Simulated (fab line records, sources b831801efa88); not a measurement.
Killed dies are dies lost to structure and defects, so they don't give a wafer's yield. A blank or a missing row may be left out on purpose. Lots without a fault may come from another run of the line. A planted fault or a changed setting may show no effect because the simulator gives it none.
Chamber matching | flow gf180mcu | GF_STI_ETCH_14 on rie_si-01: 4 sister chambers
The step etches Si in HBr/Cl2/O2, target depth 360 nm, time 102.9 s. 16 wafers are shown with their chamber, then 8 later ones without.

WAFERS WITH THEIR CHAMBER
wafer  | chamber | drypump_motor_current_A (A) | oes_product_au (a.u.) | throttle_valve_pct (%)
L761.2 | 1       | 6.2                         | 0.998                 | 25.678
L761.5 | 1       | 6.2                         | 0.988                 | 25.669
L761.6 | 0       | 6.1                         | 1.002                 | 25.648
L762.1 | 0       | 6.1                         | 1.008                 | 25.661
L762.2 | 3       | 6.0                         | 0.997                 | 25.662
L762.4 | 0       | 6.1                         | 1.005                 | 25.657
L764.2 | 1       | 6.2                         | 0.998                 | 25.668
L764.3 | 0       | 6.2                         | 1.009                 | 25.656
L764.5 | 0       | 6.2                         | 1.012                 | 25.668
L770.1 | 3       | 6.0                         | 0.993                 | 25.673
L770.4 | 1       | 6.2                         | 0.991                 | 25.657
L770.6 | 1       | 6.2                         | 0.996                 | 25.677
L773.1 | 1       | 6.2                         | 0.988                 | 25.655
L773.5 | 1       | 6.2                         | 1.002                 | 25.679
L773.6 | 0       | 6.1                         | 1.001                 | 25.662
L775.3 | 2       | 6.7                         | 0.995                 | 25.666

SIGNATURES (means of the wafers above)
reading                 | chamber 0 | chamber 1 | chamber 2 | chamber 3 | scatter within a chamber
drypump_motor_current_A | 6.133     | 6.200     | 6.700     | 6.000     | 0.0333
oes_product_au          | 1.00617   | 0.99443   | 0.99500   | 0.99500   | 0.00482
throttle_valve_pct      | 25.65867  | 25.66900  | 25.66600  | 25.66750  | 0.00853
Rule: a wafer's distance from a chamber is the root of the sum, over the readings, of the square of ((its reading less the chamber's mean) divided by the reading's scatter). The wafer belongs to the nearest chamber; if the next one is less than 2 further off, it can't be placed. The scatter: the root of (the sum of the squares of (reading less its chamber's mean) over the shown wafers, divided by (wafers less chambers)).

WAFERS WITHOUT THEIR CHAMBER
wafer  | drypump_motor_current_A (A) | oes_product_au (a.u.) | throttle_valve_pct (%)
L775.4 | 6.0                         | 1.007                 | 25.674
L775.6 | 6.2                         | 0.996                 | 25.658
L778.2 | 6.0                         | 0.995                 | 25.652
L778.3 | 6.2                         | 1.012                 | 25.627
L778.4 | 6.7                         | 0.991                 | 25.670
L780.1 | 6.0                         | 1.003                 | 25.645
L780.5 | 6.1                         | 1.025                 | 25.644
L780.6 | 6.0                         | 0.987                 | 25.681

WHICH CHAMBER EACH WENT THROUGH
wafer  | from the rows above     | in truth
L775.4 | can't be placed: 3 or 0 | 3
L775.6 | can't be placed: 1 or 0 | 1
L778.2 | 3                       | 3
L778.3 | can't be placed: 0 or 1 | 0
L778.4 | 2                       | 2
L780.1 | can't be placed: 3 or 0 | 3
L780.5 | 0                       | 0
L780.6 | 3                       | 3
Placed correctly: 4 of 8. Can't be placed from these rows: 4 (the true chamber is among the candidates in 4). Placed wrongly: 0.
